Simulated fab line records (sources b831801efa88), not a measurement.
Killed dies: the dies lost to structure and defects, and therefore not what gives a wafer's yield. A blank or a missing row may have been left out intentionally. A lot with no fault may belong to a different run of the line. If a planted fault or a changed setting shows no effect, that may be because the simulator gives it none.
Which tool was responsible? || flow sky130 || 12 lots, 36 wafers sampled, at 5 steps of a route of 708

== WHAT THE GAUGES READ, wafer by wafer ==
SKY_POLY_GATE_OVL_MEAS_14.
{"lot": "L442", "measured": "day 15 22:51", "on": "overlay-02", "POLY_GATE_OVL (nm)": "-5 -2 -5"}
{"lot": "L443", "measured": "day 16 16:18", "on": "overlay-01", "POLY_GATE_OVL (nm)": "-7 -2 -5"}
{"lot": "L444", "measured": "day 16 22:02", "on": "overlay-02", "POLY_GATE_OVL (nm)": "8 8 6"}
{"lot": "L446", "measured": "day 17 21:49", "on": "overlay-02", "POLY_GATE_OVL (nm)": "-7 -1 -2"}
{"lot": "L447", "measured": "day 18 08:12", "on": "overlay-01", "POLY_GATE_OVL (nm)": "4 4 -3"}
{"lot": "L449", "measured": "day 18 23:07", "on": "overlay-02", "POLY_GATE_OVL (nm)": "-1 1 5"}
{"lot": "L455", "measured": "day 21 07:12", "on": "overlay-02", "POLY_GATE_OVL (nm)": "0 -1 8"}
{"lot": "L458", "measured": "day 22 18:53", "on": "overlay-01", "POLY_GATE_OVL (nm)": "5 5 11"}
{"lot": "L459", "measured": "day 22 22:26", "on": "overlay-01", "POLY_GATE_OVL (nm)": "-2 1 -3"}
{"lot": "L460", "measured": "day 23 07:38", "on": "overlay-01", "POLY_GATE_OVL (nm)": "7 0 5"}
{"lot": "L463", "measured": "day 24 01:27", "on": "overlay-02", "POLY_GATE_OVL (nm)": "-2 3 -6"}
{"lot": "L465", "measured": "day 25 09:17", "on": "overlay-02", "POLY_GATE_OVL (nm)": "-4 -2 5"}

SKY_LDD_HVN_OVL_MEAS_07.
{"lot": "L442", "measured": "day 19 19:29", "on": "overlay-01", "LDD_HVN_OVL (nm)": "-0.1 1.1 2.1"}
{"lot": "L443", "measured": "day 20 17:06", "on": "overlay-02", "LDD_HVN_OVL (nm)": "-1.3 -0.2 -1.3"}
{"lot": "L444", "measured": "day 20 20:41", "on": "overlay-01", "LDD_HVN_OVL (nm)": "1.1 0.3 0.3"}
{"lot": "L446", "measured": "day 22 00:38", "on": "overlay-01", "LDD_HVN_OVL (nm)": "-0.2 1.5 0.9"}
{"lot": "L447", "measured": "day 22 09:48", "on": "overlay-01", "LDD_HVN_OVL (nm)": "-0.7 -1.0 0.8"}
{"lot": "L449", "measured": "day 22 23:53", "on": "overlay-02", "LDD_HVN_OVL (nm)": "4.1 4.9 3.9"}
{"lot": "L455", "measured": "day 25 06:14", "on": "overlay-01", "LDD_HVN_OVL (nm)": "-1.2 0.5 -0.1"}
{"lot": "L458", "measured": "day 26 14:20", "on": "overlay-01", "LDD_HVN_OVL (nm)": "0.5 0.8 0.4"}
{"lot": "L459", "measured": "day 26 19:41", "on": "overlay-01", "LDD_HVN_OVL (nm)": "-0.4 1.6 1.2"}
{"lot": "L460", "measured": "day 27 03:32", "on": "overlay-02", "LDD_HVN_OVL (nm)": "2.9 2.7 0.8"}
{"lot": "L463", "measured": "day 27 20:28", "on": "overlay-02", "LDD_HVN_OVL (nm)": "1.4 -0.4 1.8"}
{"lot": "L465", "measured": "day 29 02:29", "on": "overlay-02", "LDD_HVN_OVL (nm)": "0.0 3.3 2.0"}

SKY_LDD_HVP_TW_MEAS_10.
{"lot": "L442", "measured": "day 21 03:25", "on": "film metro-01", "LDD_HVP_TW": "461 460 461"}
{"lot": "L443", "measured": "day 21 23:50", "on": "film metro-01", "LDD_HVP_TW": "460 463 461"}
{"lot": "L444", "measured": "day 22 03:34", "on": "film metro-03", "LDD_HVP_TW": "461 463 463"}
{"lot": "L446", "measured": "day 23 08:07", "on": "film metro-03", "LDD_HVP_TW": "416 417 415"}
{"lot": "L447", "measured": "day 23 17:03", "on": "film metro-03", "LDD_HVP_TW": "417 416 419"}
{"lot": "L449", "measured": "day 24 07:40", "on": "film metro-02", "LDD_HVP_TW": "451 454 456"}
{"lot": "L455", "measured": "day 26 11:46", "on": "film metro-02", "LDD_HVP_TW": "454 454 455"}
{"lot": "L458", "measured": "day 27 20:43", "on": "film metro-02", "LDD_HVP_TW": "459 456 459"}
{"lot": "L459", "measured": "day 28 01:10", "on": "film metro-01", "LDD_HVP_TW": "459 461 460"}
{"lot": "L460", "measured": "day 28 08:31", "on": "film metro-02", "LDD_HVP_TW": "453 457 451"}
{"lot": "L463", "measured": "day 29 01:43", "on": "film metro-03", "LDD_HVP_TW": "467 466 464"}
{"lot": "L465", "measured": "day 30 06:51", "on": "film metro-03", "LDD_HVP_TW": "467 465 464"}

== EACH LOT AND THE TOOL THAT RAN IT (in order: tool; ch and the chambers of the sampled wafers; start) ==
{"lot": "L442", "SKY_POLY_GATE_ETCH_15": "rie diel-01 ch 0,3, day 15 22:53", "SKY_LDD_HVP_IMPLANT_08": "implanter-03 ch 0, day 21 03:10"}
{"lot": "L443", "SKY_POLY_GATE_ETCH_15": "rie diel-01 ch 1,2,3, day 16 16:19", "SKY_LDD_HVP_IMPLANT_08": "implanter-03 ch 0, day 21 23:38"}
{"lot": "L444", "SKY_POLY_GATE_ETCH_15": "rie diel-03 ch 0,3, day 16 22:04", "SKY_LDD_HVP_IMPLANT_08": "implanter-04 ch 0, day 22 03:19"}
{"lot": "L446", "SKY_POLY_GATE_ETCH_15": "rie diel-04 ch 0,2,3, day 17 21:50", "SKY_LDD_HVP_IMPLANT_08": "implanter-03 ch 0, day 23 07:54"}
{"lot": "L447", "SKY_POLY_GATE_ETCH_15": "rie diel-04 ch 0,1,2, day 18 08:13", "SKY_LDD_HVP_IMPLANT_08": "implanter-03 ch 0, day 23 16:50"}
{"lot": "L449", "SKY_POLY_GATE_ETCH_15": "rie diel-01 ch 0,1,2, day 18 23:08", "SKY_LDD_HVP_IMPLANT_08": "implanter-04 ch 0, day 24 07:27"}
{"lot": "L455", "SKY_POLY_GATE_ETCH_15": "rie diel-01 ch 0,2,3, day 21 07:14", "SKY_LDD_HVP_IMPLANT_08": "implanter-02 ch 0, day 26 11:31"}
{"lot": "L458", "SKY_POLY_GATE_ETCH_15": "rie diel-04 ch 0,3, day 22 18:55", "SKY_LDD_HVP_IMPLANT_08": "implanter-04 ch 0, day 27 20:28"}
{"lot": "L459", "SKY_POLY_GATE_ETCH_15": "rie diel-01 ch 0,1,3, day 22 22:28", "SKY_LDD_HVP_IMPLANT_08": "implanter-03 ch 0, day 28 00:56"}
{"lot": "L460", "SKY_POLY_GATE_ETCH_15": "rie diel-04 ch 1,3, day 23 07:40", "SKY_LDD_HVP_IMPLANT_08": "implanter-03 ch 0, day 28 08:17"}
{"lot": "L463", "SKY_POLY_GATE_ETCH_15": "rie diel-01 ch 0,2,3, day 24 01:29", "SKY_LDD_HVP_IMPLANT_08": "implanter-03 ch 0, day 29 01:28"}
{"lot": "L465", "SKY_POLY_GATE_ETCH_15": "rie diel-04 ch 1,2,3, day 25 09:19", "SKY_LDD_HVP_IMPLANT_08": "implanter-04 ch 0, day 30 06:36"}
- SKY_POLY_GATE_ETCH_15: etches BARC in N2/H2, stops on SiO2, time 118.5 s, target depth 110 nm.
- SKY_LDD_HVP_IMPLANT_08

== AS READ BY THE TOOLS THEMSELVES (means over the sampled wafers that have a number; for cases with no such wafer, the mark the record gives instead) ==
SKY_POLY_GATE_ETCH_15.
{"lot": "L442", "tool": "rie diel-01", "drypump motor current A (A)": 5.8, "oes product au (a.u.)": 0.714, "rf fwd power W (W)": 484.3, "throttle valve pct (%)": 13.217}
{"lot": "L443", "tool": "rie diel-01", "drypump motor current A (A)": 6.3, "oes product au (a.u.)": 0.714, "rf fwd power W (W)": 481.6, "throttle valve pct (%)": 13.212}
{"lot": "L444", "tool": "rie diel-03", "drypump motor current A (A)": 5.5, "oes product au (a.u.)": 0.714, "rf fwd power W (W)": 483.4, "throttle valve pct (%)": 13.210}
{"lot": "L446", "tool": "rie diel-04", "drypump motor current A (A)": 5.4, "oes product au (a.u.)": 0.717, "rf fwd power W (W)": 480.0, "throttle valve pct (%)": 13.219}
{"lot": "L447", "tool": "rie diel-04", "drypump motor current A (A)": 5.7, "oes product au (a.u.)": 0.723, "rf fwd power W (W)": 482.5, "throttle valve pct (%)": 13.218}
{"lot": "L449", "tool": "rie diel-01", "drypump motor current A (A)": 6.1, "oes product au (a.u.)": 0.716, "rf fwd power W (W)": 482.1, "throttle valve pct (%)": 13.215}
{"lot": "L455", "tool": "rie diel-01", "drypump motor current A (A)": 5.9, "oes product au (a.u.)": 0.716, "rf fwd power W (W)": 482.6, "throttle valve pct (%)": 13.202}
{"lot": "L458", "tool": "rie diel-04", "drypump motor current A (A)": 5.0, "oes product au (a.u.)": 0.712, "rf fwd power W (W)": 481.7, "throttle valve pct (%)": 13.215}
{"lot": "L459", "tool": "rie diel-01", "drypump motor current A (A)": 6.0, "oes product au (a.u.)": 0.719, "rf fwd power W (W)": 484.6, "throttle valve pct (%)": 13.205}
{"lot": "L460", "tool": "rie diel-04", "drypump motor current A (A)": 5.4, "oes product au (a.u.)": 0.714, "rf fwd power W (W)": 482.2, "throttle valve pct (%)": 13.216}
{"lot": "L463", "tool": "rie diel-01", "drypump motor current A (A)": 5.9, "oes product au (a.u.)": 0.717, "rf fwd power W (W)": 482.1, "throttle valve pct (%)": 13.209}
{"lot": "L465", "tool": "rie diel-04", "drypump motor current A (A)": 5.3, "oes product au (a.u.)": 0.725, "rf fwd power W (W)": 483.0, "throttle valve pct (%)": 13.216}

SKY_LDD_HVP_IMPLANT_08.
{"lot": "L442", "tool": "implanter-03", "beam energy keV": 19.998, "tilt deg (degrees)": 17.907}
{"lot": "L443", "tool": "implanter-03", "beam energy keV": 19.998, "tilt deg (degrees)": 17.879}
{"lot": "L444", "tool": "implanter-04", "beam energy keV": 20.004, "tilt deg (degrees)": 17.891}
{"lot": "L446", "tool": "implanter-03", "beam energy keV": 19.996, "tilt deg (degrees)": 0.009}
{"lot": "L447", "tool": "implanter-03", "beam energy keV": 20.005, "tilt deg (degrees)": -0.014}
{"lot": "L449", "tool": "implanter-04", "beam energy keV": 19.999, "tilt deg (degrees)": 17.890}
{"lot": "L455", "tool": "implanter-02", "beam energy keV": 19.996, "tilt deg (degrees)": 17.883}
{"lot": "L458", "tool": "implanter-04", "beam energy keV": 20.013, "tilt deg (degrees)": 17.904}
{"lot": "L459", "tool": "implanter-03", "beam energy keV": 20.004, "tilt deg (degrees)": 17.906}
{"lot": "L460", "tool": "implanter-03", "beam energy keV": 20.005, "tilt deg (degrees)": 17.900}
{"lot": "L463", "tool": "implanter-03", "beam energy keV": 19.996, "tilt deg (degrees)": 17.901}
{"lot": "L465", "tool": "implanter-04", "beam energy keV": 19.995, "tilt deg (degrees)": 17.911}

== THE ANSWER, worked out from the rows above alone ==
Rule: the usual values come from the lots themselves. Put in order of their means at a reading, lots are off if they are a third of the lots or fewer, leave a main group of 4 or more, and stand apart from it by a gap of 3 or more times the standard deviation of the main group's means; of several such gaps the widest counts. If all means in a main group match to the digits the tables above print for the reading, that group is not used. Also off: a lot with no number at a reading for which 4 or more lots have one. Where the step has rows for the other lots, those lots are counted as sound. The gauges are gone through in route order, then the tools' own readings, and for those a lot's mean is taken as printed above. The first step at which some lot is off is used, and at that step the reading that is off furthest; a lot without a number counts as furthest.
Off: L446, L447, seen at SKY_LDD_HVP_TW_MEAS_10 (LDD_HVP_TW). The main group has a mean of 460 with a standard deviation of 4.3.
If a tool, at a process step before that reading, ran all the lots that are off and no sound lot after the first of them, it fits. Not tried: the gauges at SKY_LDD_HVP_TW_MEAS_10; whatever is off there is also off at SKY_LDD_HVP_IMPLANT_08, on other tools, and gauge error can't account for it. None of those tried fits.

== WHAT THE SIMULATOR HAD INSERTED ==
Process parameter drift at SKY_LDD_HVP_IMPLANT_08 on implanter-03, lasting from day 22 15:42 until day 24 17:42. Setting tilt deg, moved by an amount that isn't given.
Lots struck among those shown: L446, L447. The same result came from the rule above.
